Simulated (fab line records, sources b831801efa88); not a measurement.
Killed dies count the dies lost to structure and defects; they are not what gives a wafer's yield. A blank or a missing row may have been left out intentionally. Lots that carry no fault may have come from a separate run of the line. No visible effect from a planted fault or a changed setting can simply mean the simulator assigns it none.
One fault seen from 2 desks | flow sky130 | only its own numbers are on each desk; what lay behind them is given at the end

## AT THE METROLOGY DESK
What the gauges read, lot by lot, whatever tool the lot ran on: means of the sampled wafers that have a number. Any lot whose mean is over 4 standard deviations away from the usual mean is out of limits and marked OUT; that distance is given in the brackets.
Columns: A = FIELD_ISO_OXIDATION_01_THK at SKY_FIELD_ISO_THK_MEAS_23, usual 10.07 nm; B = FIELD_ISO_CVD_24_THK at SKY_FIELD_ISO_THK_MEAS_25, usual 600 nm; C = NWELL_OXIDATION_THK at SKY_NWELL_THK_MEAS_02, usual 10.08 nm; D = DNWELL_TW at SKY_DNWELL_TW_MEAS_09, usual 1097; E = PWDE_OVL at SKY_PWDE_OVL_MEAS_07, usual -0.8 nm; F = PWDE_TW at SKY_PWDE_TW_MEAS_10, usual 368.6
lot  | first seen here | A     | B   | C     | D    | E    | F
L479 | day 2 10:47     | 9.86  | 600 | 9.97  | 1095 | 0.1  | 369.1
L481 | day 2 20:11     | 10.43 | 591 | 10.10 | 1104 | 0.4  | 368.4
L487 | day 4 03:49     | 10.03 | 603 | 10.19 | 1101 | 1.8  | 370.0
L500 | day 6 20:46     | 10.10 | 600 | 10.15 | 1101 | -0.5 | 369.2
L501 | day 7 00:51     | 10.16 | 601 | 9.90  | 1090 | -1.8 | 367.1
L502 | day 7 10:02     | 10.02 | 602 | 9.63  | 1094 | -0.8 | 366.5
Finding of this desk: none of the 6 lots has anything out of limits.

## DESK OF THE TOOL OWNER: wetBench-01
The tool's own readings at SKY_FIELD_ISO_WET_ETCH_30 (etches SiO2 in dHF, target depth 25 nm, time 50 s): means of the sampled wafers that have a number, for each lot that ran on this tool. Any lot whose mean is over 4 standard deviations away from the usual mean is out of limits and marked OUT; that distance is given in the brackets.
Columns: A = runLengthS at SKY_FIELD_ISO_WET_ETCH_30, usual 78.8 s
lot  | first seen here | A
L481 | day 2 22:44     | 81.4
L500 | day 6 23:22     | 54.7 (-8.3) OUT
L502 | day 7 13:14     | 51.7 (-9.3) OUT
This desk's verdict: out of limits on L500, L502, starting with L500 at day 6 23:22 (runLengthS at SKY_FIELD_ISO_WET_ETCH_30). L481: within limits.

## ALL TOGETHER
The tool owner's desk could have raised an alarm at day 6 23:22, on L500, L502.
At the metrology desk, nothing out of limits was observed.
The metrology desk has L500, L502 on record, within its limits.
On wetBench-01, each named lot ran SKY_FIELD_ISO_WET_ETCH_30.

## WHAT THE SIMULATOR HAD INSERTED
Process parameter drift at SKY_FIELD_ISO_WET_ETCH_30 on wetBench-01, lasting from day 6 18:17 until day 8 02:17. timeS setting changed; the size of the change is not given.
Struck lots among those shown: L500, L502.
How many hours passed from the start of the fault until each desk's first out-of-limits reading: the tool owner's desk, 5.
